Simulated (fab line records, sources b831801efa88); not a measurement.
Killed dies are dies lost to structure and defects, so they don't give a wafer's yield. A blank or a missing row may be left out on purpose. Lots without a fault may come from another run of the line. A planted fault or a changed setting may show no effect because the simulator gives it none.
fab line records | flow sky130
record lots=5 wafers=15 last_day=50
route steps=708 shown VT_ADJUST_NCORE@129 VT_ADJUST_HVTR@131 PAD_OPEN@708
lots that met no fault: from a run of the same line without faults
start_h: hours from the record's first day to the start of the lot's first wafer shown | wait_h: hours since the lot's step before | " the same as in the row above | L1.1+2: a row that stands for several wafers | - no value, or no start given | * or withheld: withheld | < > ~ a bound
route shown NAME@n: a module of which the file shows steps, and the number in the route of the first | usual: mean/standard deviation of fault-free wafers | same: alike in all rows | chamber/n: place in a boat | sites: the reading at each site | _std_site: their standard deviation | _edge_site: outer sites' mean less inner sites' | radius_mm: how far each site lies from the wafer's centre | mask NAME#n: copy n | behind: the tool/chamber that last shaped the wafer | hold: why the lot was held/for how many hours/how that ended | device: the transistor (n, p or np) that didn't switch | end of line: the same wafers' tests at the end of the route | a step without rows: its recipe alone | killed: dies lost to structure and defects at the first sort, not the wafer's yield | map: a wafer's dies, x killed, . not, _ none there
set.NAME: the setting as run; set.NAME@STEP: as run at that earlier step | model.NAME: the simulator's own value behind a step, which no gauge read
lots at some steps of the route; a table a step, a row a wafer
services: from which hour (start_h, from the record's first day; less than 0 if before it) a tool's chamber was out of use, for how many hours, and why
## steps
# step SKY_VT_ADJUST_NCORE_STRIP_10
# recipe chemistry=O2/N2 power_w=1400 pressure_mtorr=1500 platen_temp_c=withheld o2_flow_sccm=3000 n2_flow_sccm=300 overash_fraction=0.5
# usual drypump_motor_current_A=5.7/0.39 oes_product_au=0.716/0.0046 strip_time_to_endpoint_s=14.17/0.045
# same overash_fraction=0.5
# columns lot.wafer tool chamber start_h wait_h drypump_motor_current_A oes_product_au rf_hours_counter_h strip_time_to_endpoint_s
L227.1 plasma_asher-02 1 203.82 0.1 6.2 0.717 8 14.24
L227.2 " 0 " " 5.3 0.727 8 14.28
L227.3 " 0 " " 5.3 0.712 - 14.22
L230.2 plasma_asher-01 1 221.47 0.1 5.5 0.708 53 14.13
L230.4 " 0 " " 5.4 0.714 - 14.20
L230.5 " 1 " " 5.6 0.716 - 14.19
L233.4 plasma_asher-04 1 241.02 0.1 6.3 0.722 - 14.10
L233.5 " 0 " " 5.6 0.715 - 14.10
L233.6 " 1 " " 6.3 0.718 - 14.06
L242.2 plasma_asher-04 0 304.22 0.1 5.5 0.722 50 14.15
L242.4 " 1 " " 6.3 0.713 - 14.18
L242.5 " 1 " " 6.3 0.715 - 14.16
L247.1 plasma_asher-02 0 343.05 0.1 5.3 0.714 22 14.10
L247.3 " 1 " " 6.2 0.716 - 14.15
L247.5 " 0 " " 5.3 0.719 - 14.11
# step SKY_VT_ADJUST_NCORE_TW_MEAS_11
# usual VT_ADJUST_NCORE_TW=219.1/1.2
# columns lot.wafer tool chamber start_h wait_h VT_ADJUST_NCORE_TW
L227.1 film_metro-01 - 203.92 0.1 219.1
L227.2 " - " " 218.3
L227.3 " - " " 219.1
L230.2 film_metro-04 - 221.58 0.1 218.8
L230.4 " - " " 217.7
L230.5 " - " " 218.0
L233.4 film_metro-03 - 241.14 0.1 220.1
L233.5 " - " " 219.9
L233.6 " - " " 220.1
L242.2 film_metro-01 - 304.33 0.1 218.8
L242.4 " - " " 221.1
L242.5 " - " " 219.5
L247.1 film_metro-01 - 343.15 0.1 218.5
L247.3 " - " " 217.9
L247.5 " - " " 218.2
# step SKY_VT_ADJUST_HVTR_DEHYDRATE_00
# recipe temp_c=200 time_s=60
# step SKY_VT_ADJUST_HVTR_HMDS_01
# recipe prime_time_s=60 prime_temp_c=120
# step SKY_VT_ADJUST_HVTR_COAT_02
# recipe resist=NOVOLAK spin_rpm=3000 resist_thk_nm=1140
# step SKY_VT_ADJUST_HVTR_SOFTBAKE_03
# recipe temp_c=90 time_s=60 resist=NOVOLAK
# step SKY_VT_ADJUST_HVTR_EXPOSE_04
# recipe mask_id=HVTRM target_cd_nm=380 na=0.6 source_shape=conventional sigma_outer=0.6 dose_mj=150
# step SKY_VT_ADJUST_HVTR_PEB_05
# recipe temp_c=withheld time_s=* resist=NOVOLAK
# step SKY_VT_ADJUST_HVTR_DEVELOP_06
# recipe develop_time_s=60 dev_temp_c=23
# step SKY_VT_ADJUST_HVTR_CD_MEAS_07
# recipe target_cd_nm=380
# usual cd_nm=380.2/2.3
# columns lot.wafer tool chamber start_h wait_h cd_nm
L227.1 cd_sem-01 - 226.28 0.1 378.1
L227.2 " - " " 381.6
L227.3 " - " " 381.6
L230.2 cd_sem-02 - 243.25 0.1 377.9
L230.4 " - " " 378.3
L230.5 " - " " 377.7
L233.4 cd_sem-01 - 264.01 0.1 379.0
L233.5 " - " " 380.3
L233.6 " - " " 380.0
L242.2 cd_sem-01 - 330.31 0.1 380.0
L242.4 " - " " 378.9
L242.5 " - " " 380.5
L247.1 cd_sem-02 - 370.53 0.1 379.6
L247.3 " - " " 377.9
L247.5 " - " " 380.4
# step SKY_VT_ADJUST_HVTR_OVL_MEAS_08
# usual VT_ADJUST_HVTR_OVL=0.3/1.5
# columns lot.wafer tool chamber start_h wait_h VT_ADJUST_HVTR_OVL[nm]
L227.1 overlay-01 - 226.40 0.1 2.4
L227.2 " - " " 0.5
L227.3 " - " " 0.5
L230.2 overlay-02 - 243.36 0.1 -2.2
L230.4 " - " " -2.0
L230.5 " - " " -1.4
L233.4 overlay-02 - 264.08 0.1 -1.7
L233.5 " - " " -2.0
L233.6 " - " " -1.0
L242.2 overlay-02 - 330.42 0.1 -0.8
L242.4 " - " " -1.8
L242.5 " - " " 0.5
L247.1 overlay-01 - 370.65 0.1 -1.5
L247.3 " - " " 0.1
L247.5 " - " " -0.1
# step SKY_VT_ADJUST_HVTR_IMPLANT_09
# recipe species=B energy_kev=10 dose_cm2=2.086e+12 tilt_deg=withheld
# step SKY_VT_ADJUST_HVTR_STRIP_10
# recipe chemistry=O2/N2 power_w=1400 pressure_mtorr=1500 platen_temp_c=withheld o2_flow_sccm=3000 n2_flow_sccm=300 overash_fraction=0.5
# usual drypump_motor_current_A=5.6/0.35 oes_product_au=0.716/0.0049 strip_time_to_endpoint_s=14.16/0.032
# same overash_fraction=0.5
# columns lot.wafer tool chamber start_h wait_h drypump_motor_current_A oes_product_au rf_hours_counter_h strip_time_to_endpoint_s
L227.1 plasma_asher-01 0 226.59 0.1 5.3 0.711 54 14.17
L227.2 " 1 " " 5.5 0.719 54 14.13
L227.3 " 1 " " 5.6 0.713 - 14.18
L230.2 plasma_asher-03 1 243.54 0.1 5.3 0.855 55 -
L230.4 " 1 " " 5.3 0.854 - -
L230.5 " 0 " " 5.7 0.866 - -
L233.4 plasma_asher-01 1 264.28 0.1 5.5 0.725 - 14.17
L233.5 " 1 " " 5.5 0.719 - 14.15
L233.6 " 0 " " 5.3 0.724 - 14.10
L242.2 plasma_asher-03 0 330.60 0.1 5.7 0.701 63 14.19
L242.4 " 1 " " 5.3 0.716 - 14.14
L242.5 " 0 " " 5.7 0.712 - 14.16
L247.1 plasma_asher-01 0 370.83 0.1 5.4 0.716 68 14.20
L247.3 " 0 " " 5.4 0.718 - 14.16
L247.5 " 0 " " 5.3 0.716 - 14.19
# step SKY_VT_ADJUST_HVTR_TW_MEAS_11
# usual VT_ADJUST_HVTR_TW=211.3/1.2
# columns lot.wafer tool chamber start_h wait_h VT_ADJUST_HVTR_TW
L227.1 film_metro-04 - 226.84 0.2 210.1
L227.2 " - " " 210.2
L227.3 " - " " 209.8
L230.2 film_metro-02 - 243.65 0.1 211.7
L230.4 " - " " 212.7
L230.5 " - " " 210.9
L233.4 film_metro-03 - 264.38 0.1 213.4
L233.5 " - " " 212.3
L233.6 " - " " 212.2
L242.2 film_metro-03 - 330.71 0.1 209.4
L242.4 " - " " 209.5
L242.5 " - " " 209.8
L247.1 film_metro-04 - 370.93 0.1 210.8
L247.3 " - " " 210.5
L247.5 " - " " 210.8
# step SKY_PAD_OPEN_PROBE_99
# usual killed_at_M0_to_M3=44/6.3 killed_at_M4_up=3.1/2 killed_at_contacts=24/4.8 killed_at_front_end=15/4.6 killed_at_other=0.2/0.51 killed_dies=87/8.4 killed_open=48/6.4 killed_short=39/5.9
# same gross_dies=492 killed_at_back_side=0
# columns lot.wafer tool chamber start_h wait_h killed_at_M0_to_M3 killed_at_M4_up killed_at_contacts killed_at_front_end killed_at_other killed_dies killed_open killed_short
L227.1 prober-01 - 1097.39 0.1 48 6 18 16 0 88 55 33
L227.2 prober-01 - 1097.44 0.1 34 7 25 14 0 80 43 37
L227.3 prober-01 - 1097.49 0.2 51 0 22 17 0 90 45 45
L233.4 prober-01 - 1128.65 0.2 33 6 27 10 0 76 46 30
L233.5 prober-01 - 1128.70 0.2 35 4 31 14 0 84 48 36
L233.6 prober-01 - 1128.75 0.2 49 1 27 13 0 90 51 39
L242.2 prober-01 - 1176.38 0.1 47 4 21 12 0 84 43 41
L242.4 prober-01 - 1176.48 0.2 47 2 25 17 0 91 50 41
L242.5 prober-01 - 1176.53 0.2 43 2 25 11 0 81 43 38
# killed by level:class
L227.1 VIA1:geometric_particle:open=11 CONTACT:geometric_particle:open=10 VIA3:geometric_particle:open=9 METAL4:geometric_particle:short=5 FIELD_ISO:geometric_particle:short=4 VIA1:geometric_particle:short=4 VIA2:geometric_particle:open=4 FIELD_ISO:geometric_particle:open=3
L227.2 VIA1:geometric_particle:open=11 CONTACT:geometric_particle:open=9 METAL1:geometric_particle:short=6 METAL4:geometric_particle:short=6 LI_CONTACT:geometric_particle:open=5 CONTACT:geometric_particle:short=5 VIA2:geometric_particle:open=5 FIELD_ISO:geometric_particle:short=4
L227.3 VIA1:geometric_particle:open=15 FIELD_ISO:geometric_particle:short=9 VIA1:geometric_particle:short=8 LOCAL_INTERCONNECT:geometric_particle:short=7 VIA3:geometric_particle:open=7 VIA2:geometric_particle:open=5 CONTACT:geometric_particle:open=5 LI_CONTACT:geometric_particle:open=5
L233.4 VIA1:geometric_particle:open=15 LI_CONTACT:geometric_particle:open=10 CONTACT:geometric_particle:open=8 METAL4:geometric_particle:short=5 LI_CONTACT:geometric_particle:short=4 FIELD_ISO:geometric_particle:open=3 VIA2:geometric_particle:short=3 METAL3:geometric_particle:short=3
L233.5 LI_CONTACT:geometric_particle:open=11 VIA3:geometric_particle:open=9 CONTACT:geometric_particle:open=9 VIA1:geometric_particle:open=7 LOCAL_INTERCONNECT:geometric_particle:short=6 FIELD_ISO:geometric_particle:short=5 VIA1:geometric_particle:short=5 METAL1:geometric_particle:short=4
L233.6 VIA1:geometric_particle:open=12 CONTACT:geometric_particle:open=11 LI_CONTACT:geometric_particle:open=9 VIA3:geometric_particle:open=8 POLY_GATE:geometric_particle:short=6 VIA1:geometric_particle:short=5 METAL2:geometric_particle:short=5 VIA2:geometric_particle:open=5
L242.2 CONTACT:geometric_particle:open=11 VIA1:geometric_particle:open=11 VIA2:geometric_particle:open=6 VIA3:geometric_particle:open=5 METAL1:geometric_particle:short=5 VIA2:geometric_particle:short=4 METAL3:geometric_particle:short=4 VIA3:geometric_particle:short=4
L242.4 CONTACT:geometric_particle:open=15 VIA3:geometric_particle:open=8 VIA1:geometric_particle:open=8 METAL1:geometric_particle:short=7 FIELD_ISO:geometric_particle:short=6 FIELD_ISO:geometric_particle:open=6 VIA1:geometric_particle:short=6 CONTACT:geometric_particle:short=4
L242.5 CONTACT:geometric_particle:open=13 VIA1:geometric_particle:open=9 LI_CONTACT:geometric_particle:open=6 METAL1:geometric_particle:short=6 VIA1:geometric_particle:short=6 METAL2:geometric_particle:short=4 VIA2:geometric_particle:open=4 FIELD_ISO:geometric_particle:short=3
## services
# columns tool chamber start_h hours kind
plasma_asher-03 - 258.69 12.5 repair
plasma_asher-02 - 303.91 1.5 repair
## key
first_sign step=SKY_VT_ADJUST_HVTR_STRIP_10 reading=oes_product_au direction=up sigmas=29 usual=0.716 struck=0.858
effect none on later readings
met_at SKY_VT_ADJUST_HVTR_STRIP_10
struck_wafers L230.2,L230.4,L230.5
tester_left_out L230
fault kind=strip_aborted tool=plasma_asher-03 chamber=- onset_h=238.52 steps=SKY_VT_ADJUST_HVTR_STRIP_10 offset=0.22681 end_h=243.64
# tester_left_out: of these lots the tester's yield and bins aren't shown, on N5 and GAA mostly nor the transistor test; their killed dies are dies lost to structure and defects alone, not to doping, threshold or leakage, so they don't give the yield
